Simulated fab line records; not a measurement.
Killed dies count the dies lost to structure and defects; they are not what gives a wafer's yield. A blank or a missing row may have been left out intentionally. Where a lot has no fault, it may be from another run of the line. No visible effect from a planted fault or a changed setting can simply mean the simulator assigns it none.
Which of the tools did it?    flow gf180mcu    15 lots, 43 wafers sampled, at 5 steps of a route of 602

## WHAT THE GAUGES READ, wafer by wafer
GF_STI_THK_MEAS_02. Usual: STI_OXIDATION_THK gives 9.98 nm (standard deviation 0.23).
lot   measured     on             STI_OXIDATION_THK (nm)  flag
L130  day 1 13:35  film_metro-02  9.57 9.45 9.59          
L131  day 1 16:38  film_metro-02  10.01 9.99 10.05        
L132  day 1 21:31  film_metro-03  9.71 9.88 9.88          
L133  day 2 03:59  film_metro-04  9.69 9.62 9.69          
L135  day 2 13:26  film_metro-03  10.16 10.03 9.97        
L138  day 3 04:46  film_metro-04  9.84 9.87 9.78          
L142  day 4 03:23  film_metro-02  9.89 10.02 9.88         
L144  day 4 13:41  film_metro-03  10.36 10.13             
L145  day 4 15:15  film_metro-02  10.15 10.13             
L147  day 5 02:00  film_metro-03  9.99 10.20 10.03        
L149  day 5 14:34  film_metro-02  10.18 10.25 10.03       
L150  day 5 17:12  film_metro-03  9.83 9.92 9.91          
L151  day 6 01:26  film_metro-03  10.33 10.22 10.23       
L152  day 6 04:14  film_metro-03  10.22 10.17 10.17       
L153  day 6 08:18  film_metro-02  10.29 10.28 10.33       

GF_POLY_GATE_OVL_MEAS_11. Usual: POLY_GATE_OVL gives 3 nm (standard deviation 4.2).
lot   measured      on          POLY_GATE_OVL (nm)  flag
L130  day 9 08:42   overlay-02  2 -4 6              
L131  day 9 11:52   overlay-01  -3 -1 1             
L132  day 9 16:38   overlay-02  2 6 4               
L133  day 9 22:22   overlay-01  0 1 1               
L135  day 10 13:51  overlay-02  5 0 1               
L138  day 11 20:46  overlay-02  4 1 8               
L142  day 12 22:00  overlay-01  2 5 2               
L144  day 13 13:00  overlay-01  4 5                 
L145  day 13 23:53  overlay-01  9 9                 
L147  day 14 10:46  overlay-01  8 13 8              
L149  day 15 00:03  overlay-01  -4 3 -8             
L150  day 15 00:47  overlay-02  10 6 5              
L151  day 15 16:04  overlay-01  6 8 8               
L152  day 15 22:52  overlay-01  -3 1 3              
L153  day 15 23:51  overlay-01  -3 -4 3             

GF_V1_THK_MEAS_01. Usual: V1_CVD_00_THK gives 599 nm (standard deviation 6.8).
lot   measured      on             V1_CVD_00_THK (nm)  flag
L130  day 17 10:10  film_metro-03  605 602 614         
L131  day 17 15:26  film_metro-03  602 589 587         
L132  day 17 16:07  film_metro-03  601 603 614         
L133  day 18 00:26  film_metro-03  597 603 613         
L135  day 18 23:18  film_metro-02  591 603 603         
L138  day 20 11:57  film_metro-03  604 607 587         
L142  day 21 20:17  film_metro-02  596 598 599         
L144  day 22 15:36  film_metro-04  592 598             
L145  day 23 02:11  film_metro-03  594 593             
L147  day 23 14:07  film_metro-03  608 603 603         
L149  day 24 05:11  film_metro-04  599 597 587         
L150  day 24 05:34  film_metro-04  599 600 602         
L151  day 24 19:44  film_metro-03  597 591 597         
L152  day 25 02:08  film_metro-03  597 600 590         
L153  day 25 02:46  film_metro-04  588 591 588         

## TOOL THAT RAN EACH LOT (tool first, then ch and the chambers of the sampled wafers, then the start)
lot   GF_MVSD_COAT_02                   GF_MVSD_STRIP_10
L130  litho_track-03 ch 0, day 4 06:28  plasma_asher-04 ch 0, day 4 12:52
L131  litho_track-03 ch 0, day 4 11:32  plasma_asher-01 ch 0,1, day 4 19:04
L132  litho_track-03 ch 0, day 4 15:37  plasma_asher-02 ch 0,1, day 4 22:44
L133  litho_track-03 ch 0, day 4 17:26  plasma_asher-02 ch 0,1, day 5 00:27
L135  litho_track-04 ch 0, day 5 08:06  plasma_asher-01 ch 0,1, day 5 15:30
L138  litho_track-04 ch 0, day 6 07:26  plasma_asher-02 ch 0,1, day 6 15:36
L142  litho_track-04 ch 0, day 7 06:05  plasma_asher-04 ch 0,1, day 7 14:27
L144  litho_track-04 ch 0, day 7 15:14  plasma_asher-04 ch 0,1, day 7 23:48
L145  litho_track-04 ch 0, day 7 23:30  plasma_asher-02 ch 0, day 8 08:04
L147  litho_track-03 ch 0, day 8 08:26  plasma_asher-04 ch 0,1, day 8 16:24
L149  litho_track-02 ch 0, day 8 17:20  plasma_asher-02 ch 0,1, day 9 02:40
L150  litho_track-03 ch 0, day 8 19:13  plasma_asher-01 ch 0,1, day 9 04:31
L151  litho_track-02 ch 0, day 9 06:34  plasma_asher-04 ch 0,1, day 9 16:04
L152  litho_track-03 ch 0, day 9 11:55  plasma_asher-04 ch 0,1, day 9 21:17
L153  litho_track-03 ch 0, day 9 14:28  plasma_asher-02 ch 0,1, day 9 23:22
- GF_MVSD_COAT_02: resist thk 3000 nm.
- GF_MVSD_STRIP_10: strips in O2/N2.

## WHAT THE TOOLS THEMSELVES READ (means of the sampled wafers that have a number; where no wafer has one, the mark that the record gives instead)
GF_MVSD_STRIP_10. Usual: drypump_motor_current_A 6.06 A, standard deviation 0.17; heater_power_w 333 W, standard deviation 11; oes_product_au 0.723 a.u., standard deviation 0.0043; strip_time_to_endpoint_s 36.93 s, standard deviation 0.1.
lot   tool             drypump_motor_current_A (A)  heater_power_w (W)  oes_product_au (a.u.)  strip_time_to_endpoint_s (s)  flag
L130  plasma_asher-04  5.86                         347                 0.725                  36.87                         
L131  plasma_asher-01  6.18                         325                 0.721                  36.83                         
L132  plasma_asher-02  6.07                         335                 0.723                  36.87                         
L133  plasma_asher-02  6.07                         338                 0.725                  36.83                         
L135  plasma_asher-01  6.21                         321                 0.721                  36.94                         
L138  plasma_asher-02  6.06                         340                 0.722                  36.99                         
L142  plasma_asher-04  5.94                         332                 0.721                  33.98                         OFF
L144  plasma_asher-04  5.99                         326                 0.720                  32.62                         OFF
L145  plasma_asher-02  6.04                         340                 0.720                  32.42                         OFF
L147  plasma_asher-04  6.02                         326                 0.719                  36.89                         
L149  plasma_asher-02  6.15                         334                 0.721                  36.88                         
L150  plasma_asher-01  6.19                         323                 0.722                  36.85                         
L151  plasma_asher-04  6.03                         328                 0.720                  36.88                         
L152  plasma_asher-04  6.04                         326                 0.718                  37.07                         
L153  plasma_asher-02  6.11                         341                 0.724                  36.99                         

## THE ANSWER, worked out from the rows above alone
Rule: a lot counts as off when the mean over its wafers that have a number is more than 3 standard deviations away from the usual mean. Also off: a lot with no number at a reading for which 4 or more lots have one. Any other lot the step has rows for is counted as sound. Order of review: gauges by route order, followed by the tools' own readings, for which a lot's mean as printed above is used. At the first step where some lot is off, the reading lying furthest off is the one used; lots without a number count as furthest.
Off, at GF_MVSD_STRIP_10 on strip_time_to_endpoint_s: L142, L144, L145.
A tool fits if, at that step or a process step before it, it ran every lot that is off, and no sound lot after the first of them. One candidate fits, namely litho_track-04 at GF_MVSD_COAT_02. Its last sound lot is L138 (day 6 07:26), its first lot that is off L142 (day 7 06:05): a fault that began between those two fits.

## WHAT HAD BEEN PUT IN BY THE SIMULATOR
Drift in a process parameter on litho_track-04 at GF_MVSD_COAT_02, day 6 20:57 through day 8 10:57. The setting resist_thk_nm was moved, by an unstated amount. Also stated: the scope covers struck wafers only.
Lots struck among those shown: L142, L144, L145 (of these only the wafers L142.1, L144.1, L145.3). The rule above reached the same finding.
